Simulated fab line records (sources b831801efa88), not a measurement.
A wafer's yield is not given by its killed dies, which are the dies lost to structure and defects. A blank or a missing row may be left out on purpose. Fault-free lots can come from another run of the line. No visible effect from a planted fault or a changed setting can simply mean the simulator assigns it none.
Chamber matching	flow gf180mcu	GF_V2_CMP_04 on cmp-02: 4 sister chambers
The step polishes SiO2. 4 wafers are shown with their chamber, then 7 later ones without.

## EACH WAFER AND ITS CHAMBER
wafer	chamber	motor_current_A (A)
L710.4	2	12.0
L715.6	0	11.6
L718.2	3	13.6
L718.3	1	12.4

## WAFERS WITH NO CHAMBER GIVEN
wafer	motor_current_A (A)
L718.4	11.5
L719.3	12.1
L719.5	12.3
L719.6	11.3
L720.1	12.0
L720.4	14.0
L720.6	14.2

## WHICH CHAMBER EACH ONE RAN IN
wafer	from the rows above	in truth
L718.4	can't be placed: 0 or 2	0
L719.3	can't be placed: 2 or 1 or 0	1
L719.5	can't be placed: 1 or 2 or 0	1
L719.6	can't be placed: 0 or 2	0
L720.1	can't be placed: 2 or 0 or 1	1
L720.4	3	3
L720.6	3	3
Correctly placed: 2 of 7. Not placeable from these rows: 5 (in 5, the candidates include the true chamber). 0 placed wrongly.
How it was worked out, from the rows above alone: a wafer's distance from a chamber is the root of the sum, over the readings, of the square of ((its reading less the chamber's mean) divided by the reading's scatter). The wafer belongs to the nearest chamber; if the next one is less than 2 further off, it can't be placed. For every chamber, the mean is computed from those of its wafers that are shown. The scatter: root of mean squared gap, hidden wafer to nearest shown wafer, with one shown wafer a chamber.
